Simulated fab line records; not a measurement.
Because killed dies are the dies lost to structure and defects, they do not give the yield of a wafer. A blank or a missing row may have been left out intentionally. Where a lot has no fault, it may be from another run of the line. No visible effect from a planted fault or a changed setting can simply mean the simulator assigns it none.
Which tool is to blame?    flow sky130    12 lots with 36 wafers sampled at 2 steps, on a route of 708 steps

WHAT THE GAUGES READ, wafer by wafer
SKY_METAL5_RS_MEAS_05: a four-point-probe measurement. Usual: METAL5_ALCU_RS typically reads 0.02706 ohm/sq, with standard deviation 0.00026.
lot   measured      on             METAL5_ALCU_RS (ohm/sq)  flag
L158  day 43 19:27  film metro-04  0.02715 0.02702 0.02724  
L161  day 44 05:05  film metro-04  0.02744 0.02711 0.02702  
L162  day 44 10:07  film metro-04  0.02718 0.02726 0.02741  
L163  day 44 13:24  film metro-04  0.02739 0.02723 0.02712  
L164  day 45 03:28  film metro-04  0.02661 0.02657 0.02655  
L166  day 45 16:51  film metro-01  0.02664 0.02624 0.0266   
L167  day 46 01:04  film metro-01  0.02693 0.0268 0.02705   
L168  day 46 02:16  film metro-01  0.02695 0.02718 0.02736  
L170  day 47 12:58  film metro-01  0.02715 0.02708 0.0269   
L169  day 47 16:08  film metro-04  0.02727 0.02737 0.02733  
L177  day 49 01:43  film metro-04  0.02695 0.02667 0.02687  
L179  day 49 02:06  film metro-01  0.02676 0.02695 0.02674  

WHICH TOOL RAN EACH LOT (tool, then ch and the chambers of the sampled wafers, then the start)
lot   SKY_METAL5_SPUTTER_02
L158  pvd sputter-01, day 43 19:20
L161  pvd sputter-02, day 44 04:58
L162  pvd sputter-02, day 44 09:59
L163  pvd sputter-02, day 44 13:16
L164  pvd sputter-03, day 45 03:18
L166  pvd sputter-03, day 45 16:44
L167  pvd sputter-02, day 46 00:56
L168  pvd sputter-03, day 46 02:08
L170  pvd sputter-01, day 47 12:51
L169  pvd sputter-03, day 47 16:00
L177  pvd sputter-03, day 49 01:35
L179  pvd sputter-02, day 49 01:59
- SKY_METAL5_SPUTTER_02: material AlCu, target thk 1150 nm, time 61.2 s.

WHAT THE TOOLS THEMSELVES READ (means of the sampled wafers that have a number; where no wafer has one, the mark that the record gives instead)
SKY_METAL5_SPUTTER_02. Usual: chamber pressure pa 0.4001 Pa, standard deviation 0.0008; throttle valve pct 30.7 %, standard deviation 1.1.
lot   tool            chamber pressure pa (Pa)  throttle valve pct (%)  flag
L158  pvd sputter-01  0.4009                    31.5                    
L161  pvd sputter-02  0.4002                    30.5                    
L162  pvd sputter-02  0.4001                    30.4                    
L163  pvd sputter-02  0.4005                    31.2                    
L164  pvd sputter-03  0.3994                    29.4                    
L166  pvd sputter-03  0.4003                    29.8                    
L167  pvd sputter-02  0.4000                    31.8                    
L168  pvd sputter-03  0.4000                    29.7                    
L170  pvd sputter-01  0.4003                    31.5                    
L169  pvd sputter-03  0.3998                    29.5                    
L177  pvd sputter-03  0.4000                    29.9                    
L179  pvd sputter-02  0.4003                    30.9                    

THE ANSWER, worked out from the rows above alone
Rule: lot off if the mean of its wafers having a number is beyond 3 standard deviations from the usual mean. Also off: a lot with no number at a reading for which 4 or more lots have one. The other lots that the step has rows for count as sound. The gauges are gone through in route order, then the tools' own readings, and for those a lot's mean is taken as printed above. The first step at which some lot is off is used, and at that step the reading that is off furthest; a lot without a number counts as furthest.
None of the lots is off at any reading shown; this tells nothing.

WHAT HAD BEEN PUT IN BY THE SIMULATOR
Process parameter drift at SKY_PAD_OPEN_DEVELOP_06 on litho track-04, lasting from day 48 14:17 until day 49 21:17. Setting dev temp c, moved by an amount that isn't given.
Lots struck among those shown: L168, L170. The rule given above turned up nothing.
